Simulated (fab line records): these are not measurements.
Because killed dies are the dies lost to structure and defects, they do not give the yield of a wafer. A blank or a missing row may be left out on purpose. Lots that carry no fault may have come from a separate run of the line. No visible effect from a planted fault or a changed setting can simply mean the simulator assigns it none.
A single fault, viewed from 2 desks    flow sky130    only its own numbers are on each desk; what lay behind them is given at the end

THE METROLOGY DESK
What the gauges read, lot by lot, whatever tool the lot ran on: means of the sampled wafers that have a number. Any lot whose mean is over 4 standard deviations away from the usual mean is out of limits and marked OUT; that distance is given in the brackets.
Columns: A = METAL4_OVL at SKY_METAL4_OVL_MEAS_14, usual 3 nm
lot   first seen here  A
L625  day 41 11:07     10
L626  day 42 02:02     9
L627  day 42 03:43     7
L631  day 43 09:08     -1
L634  day 44 12:47     4
L639  day 45 11:18     4
L640  day 46 03:14     0
L643  day 46 14:11     4
L644  day 46 22:07     -1
L646  day 47 07:06     -7
L647  day 47 09:15     -2
L648  day 47 16:28     -4
Finding of this desk: none of the 12 lots has anything out of limits.

AT THE TOOL OWNER'S DESK: cmp-02
The tool's own readings at SKY_VIA4_CMP_21 (polishes, stops on SiO2, t overpolish 25 s, target thk 0 nm): means of the sampled wafers that have a number, for each lot that ran on this tool. Any lot whose mean is over 4 standard deviations away from the usual mean is out of limits and marked OUT; that distance is given in the brackets.
Columns: A = motorCurrentA at SKY_VIA4_CMP_21, usual 11.2 A; B = overpolishRunS at SKY_VIA4_CMP_21, usual 25.000 s; C = timeToEndpointS at SKY_VIA4_CMP_21, usual 123 s
lot   first seen here  A     B       C
L626  day 43 04:18     11.4  25.000  121
L627  day 43 05:10     12.1  25.003  125
L634  day 45 13:08     11.2  25.003  100 (-5.7) OUT
L646  day 48 06:59     10.5  24.998  122
L648  day 48 14:45     10.7  25.005  125
Finding of this desk: L634 out of limits; the first was L634 at day 45 13:08, on timeToEndpointS at SKY_VIA4_CMP_21. In limits: L626, L627, L646, L648.

PUT TOGETHER
The tool owner's desk had the chance to raise an alarm at day 45 13:08 on L634.
Metrology desk: nothing out of limits seen.
The metrology desk has L634 on record, within its limits.
Of the lots named, all ran SKY_VIA4_CMP_21 on cmp-02.

WHAT THE SIMULATOR PUT IN
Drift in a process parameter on cmp-02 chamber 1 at SKY_VIA4_CMP_21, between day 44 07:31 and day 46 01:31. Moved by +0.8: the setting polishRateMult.
Lots struck among those shown: L634.
How many hours passed from the start of the fault until each desk's first out-of-limits reading: the tool owner's desk, 30.
